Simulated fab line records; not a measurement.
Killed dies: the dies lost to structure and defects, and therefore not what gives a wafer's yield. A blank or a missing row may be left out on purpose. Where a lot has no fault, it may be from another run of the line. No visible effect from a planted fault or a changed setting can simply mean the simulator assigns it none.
Chamber matching    flow sky130    SKY_POLY_GATE_ETCH_16 on rie diel-02 has 4 sister chambers
The step etches Si3N4 in CH3F/O2, stops on poly-Si, time 147.5 s, target depth 75 nm. 4 wafers are shown with their chamber, then 9 later ones without.

== WAFERS PAIRED WITH THEIR CHAMBERS ==
wafer   chamber  oes product au (a.u.)
L082.5  0        0.632
L087.2  1        0.635
L087.3  3        0.642
L087.5  2        0.637

== WAFERS WITH NO CHAMBER GIVEN ==
wafer   oes product au (a.u.)
L090.2  0.641
L090.4  0.638
L090.5  0.634
L092.2  0.633
L092.4  0.646
L092.6  0.638
L095.1  0.649
L095.3  0.644
L095.5  0.636

== WHICH CHAMBER EACH ONE RAN IN ==
wafer   from the rows above                in truth
L090.2  can't be placed: 3 or 2 or 1       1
L090.4  can't be placed: 2 or 1 or 3 or 0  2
L090.5  can't be placed: 1 or 0 or 2       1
L092.2  can't be placed: 0 or 1 or 2       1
L092.4  can't be placed: 3 or 2            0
L092.6  can't be placed: 2 or 1 or 3 or 0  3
L095.1  can't be placed: 3 or 2            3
L095.3  can't be placed: 3 or 2            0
L095.5  can't be placed: 1 or 2 or 0 or 3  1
Correct placement for 0 of the 9. Unplaceable from these rows: 9, with the true chamber sitting among the candidates in 7. Placed wrongly: 0.
How it was worked out, from the rows above alone: a wafer's distance from a chamber is the root of the sum, over the readings, of the square of ((its reading less the chamber's mean) divided by the reading's scatter). The wafer belongs to the nearest chamber; if the next one is less than 2 further off, it can't be placed. A chamber's mean is the mean of its shown wafers. The scatter: root of mean squared gap, hidden wafer to nearest shown wafer, with one shown wafer a chamber.
